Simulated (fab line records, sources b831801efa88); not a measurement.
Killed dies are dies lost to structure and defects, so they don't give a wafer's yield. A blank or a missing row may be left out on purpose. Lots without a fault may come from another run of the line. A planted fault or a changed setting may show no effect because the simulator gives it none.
Which tool did it? | flow gf180mcu | 12 lots, 36 wafers sampled, at 5 steps of a route of 602

WHAT THE GAUGES READ, wafer by wafer
GF_V2_THK_MEAS_25: measures by xrf.
lot  | measured     | on            | V2_W_THK (nm)
L648 | day 21 02:46 | film_metro-01 | 344 347 348
L649 | day 21 17:02 | film_metro-01 | 342 342 345
L650 | day 22 05:04 | film_metro-04 | 346 349 350
L652 | day 22 17:34 | film_metro-02 | 365 364 364
L653 | day 22 21:44 | film_metro-04 | 350 354 351
L663 | day 26 07:01 | film_metro-02 | 358 359 358
L664 | day 27 00:09 | film_metro-02 | 359 359 369
L665 | day 27 04:52 | film_metro-04 | 360 353 355
L666 | day 27 07:12 | film_metro-02 | 359 362 360
L667 | day 27 09:37 | film_metro-01 | 348 348 342
L668 | day 27 18:53 | film_metro-02 | 363 358 361
L669 | day 28 02:46 | film_metro-02 | 355 355 352

GF_M4_CD_MEAS_14: target cd 280 nm.
lot  | measured     | on        | cd_nm (nm)
L648 | day 24 03:41 | cd_sem-01 | 281.4 281.2 280.2
L649 | day 24 17:24 | cd_sem-02 | 278.7 279.1 279.1
L650 | day 25 03:47 | cd_sem-02 | 278.7 277.8 278.9
L652 | day 25 15:18 | cd_sem-02 | 272.2 272.8 272.1
L653 | day 25 19:19 | cd_sem-01 | 272.9 272.2 272.5
L663 | day 28 20:52 | cd_sem-01 | 280.1 279.7 280.1
L664 | day 29 14:17 | cd_sem-01 | 279.3 280.7 279.6
L665 | day 29 17:50 | cd_sem-01 | 281.0 281.7 281.3
L666 | day 29 21:53 | cd_sem-01 | 278.5 279.1 279.4
L667 | day 29 23:33 | cd_sem-02 | 281.4 280.4 281.2
L668 | day 30 07:39 | cd_sem-02 | 280.3 281.6 282.2
L669 | day 30 14:23 | cd_sem-01 | 279.0 279.6 279.6

WHICH TOOL RAN EACH LOT (tool, then ch and the chambers of the sampled wafers, then the start)
lot  | GF_V2_CVD_23                  | GF_M3_SPUTTER_02             | GF_M4_PEB_12
L648 | cvd_w-01 ch 0,1, day 21 02:32 | pvd_sputter-02, day 21 03:15 | litho_track-04 ch 0, day 24 03:20
L649 | cvd_w-01 ch 1, day 21 16:47   | pvd_sputter-01, day 21 17:31 | litho_track-02 ch 0, day 24 17:04
L650 | cvd_w-01 ch 0,1, day 22 04:50 | pvd_sputter-01, day 22 05:34 | litho_track-04 ch 0, day 25 03:26
L652 | cvd_w-02 ch 0,1, day 22 17:19 | pvd_sputter-01, day 22 18:02 | litho_track-02 ch 0, day 25 14:58
L653 | cvd_w-02 ch 0,1, day 22 21:31 | pvd_sputter-02, day 22 22:13 | litho_track-02 ch 0, day 25 18:59
L663 | cvd_w-02 ch 0,1, day 26 06:49 | pvd_sputter-02, day 26 07:40 | litho_track-02 ch 0, day 28 20:32
L664 | cvd_w-01 ch 1, day 26 23:48   | pvd_sputter-02, day 27 00:38 | litho_track-02 ch 0, day 29 13:56
L665 | cvd_w-01 ch 0,1, day 27 04:37 | pvd_sputter-03, day 27 05:20 | litho_track-03 ch 0, day 29 17:30
L666 | cvd_w-02 ch 1, day 27 06:58   | pvd_sputter-01, day 27 07:41 | litho_track-03 ch 0, day 29 21:33
L667 | cvd_w-01 ch 0,1, day 27 09:22 | pvd_sputter-01, day 27 10:05 | litho_track-02 ch 0, day 29 23:13
L668 | cvd_w-02 ch 0,1, day 27 18:38 | pvd_sputter-03, day 27 19:22 | litho_track-02 ch 0, day 30 07:19
L669 | cvd_w-01 ch 0,1, day 28 02:29 | pvd_sputter-01, day 28 03:15 | litho_track-02 ch 0, day 30 14:02
- GF_V2_CVD_23: deposits W, target thk 350 nm, time 104.94 s.
- GF_M3_SPUTTER_02: material AlCu, target thk 450 nm, time 23.9 s.
- GF_M4_PEB_12: peb time 90 s.

WHAT THE TOOLS THEMSELVES READ (means of the sampled wafers that have a number; where no wafer has one, the mark that the record gives instead)
GF_V2_CVD_23.
lot  | tool     | heater_power_w (W)
L648 | cvd_w-01 | 757
L649 | cvd_w-01 | 874
L650 | cvd_w-01 | 762
L652 | cvd_w-02 | 812
L653 | cvd_w-02 | 794
L663 | cvd_w-02 | 796
L664 | cvd_w-01 | 873
L665 | cvd_w-01 | 831
L666 | cvd_w-02 | 831
L667 | cvd_w-01 | 779
L668 | cvd_w-02 | 779
L669 | cvd_w-01 | 765

GF_M3_SPUTTER_02.
lot  | tool           | chamber_pressure_pa (Pa) | throttle_valve_pct (%)
L648 | pvd_sputter-02 | 0.4005                   | 29.2
L649 | pvd_sputter-01 | 0.3996                   | 30.2
L650 | pvd_sputter-01 | 0.3999                   | 30.2
L652 | pvd_sputter-01 | 0.3990                   | 30.1
L653 | pvd_sputter-02 | 0.4005                   | 29.8
L663 | pvd_sputter-02 | 0.4001                   | 29.2
L664 | pvd_sputter-02 | 0.4002                   | 29.7
L665 | pvd_sputter-03 | 0.3992                   | 30.7
L666 | pvd_sputter-01 | 0.4007                   | 30.0
L667 | pvd_sputter-01 | 0.4000                   | 30.1
L668 | pvd_sputter-03 | 0.3994                   | 30.7
L669 | pvd_sputter-01 | 0.4008                   | 30.2

GF_M4_PEB_12.
lot  | tool           | heater_power_total_W (W) | plate_temp_C (C)
L648 | litho_track-04 | 85.67                    | 134.88
L649 | litho_track-02 | 85.69                    | 135.10
L650 | litho_track-04 | 85.58                    | 135.16
L652 | litho_track-02 | 88.41                    | 138.29
L653 | litho_track-02 | 88.49                    | 138.53
L663 | litho_track-02 | 85.68                    | 135.09
L664 | litho_track-02 | 85.59                    | 134.90
L665 | litho_track-03 | 85.68                    | 134.91
L666 | litho_track-03 | 85.79                    | 134.92
L667 | litho_track-02 | 85.69                    | 135.03
L668 | litho_track-02 | 85.70                    | 135.06
L669 | litho_track-02 | 85.68                    | 134.94

THE ANSWER, worked out from the rows above alone
Rule: what is usual is taken from the lots themselves. Put in order of their means at a reading, lots are off if they are a third of the lots or fewer, leave a main group of 4 or more, and stand apart from it by a gap of 3 or more times the standard deviation of the main group's means; of several such gaps the widest counts. A main group whose means are all the same, to the digits that the tables above print for the reading, isn't used. A lot without any number at a reading at which 4 lots or more have one is off too. The other lots that the step has rows for count as sound. The gauges are gone through in route order, then the tools' own readings, and for those a lot's mean is taken as printed above. The first step at which some lot is off is used, and at that step the reading that is off furthest; a lot without a number counts as furthest.
Off: L652, L653, at GF_M4_CD_MEAS_14 (cd_nm). The main group: mean 280.0 nm, standard deviation 1.
A tool fits if, at a process step before that reading, it ran every lot that is off, and no sound lot after the first of them. The gauges at GF_M4_CD_MEAS_14 aren't tried: what is off there is off at GF_M4_PEB_12 too, on other tools, and a gauge's error can't cause that. None of those tried fits.

WHAT THE SIMULATOR HAD PUT IN
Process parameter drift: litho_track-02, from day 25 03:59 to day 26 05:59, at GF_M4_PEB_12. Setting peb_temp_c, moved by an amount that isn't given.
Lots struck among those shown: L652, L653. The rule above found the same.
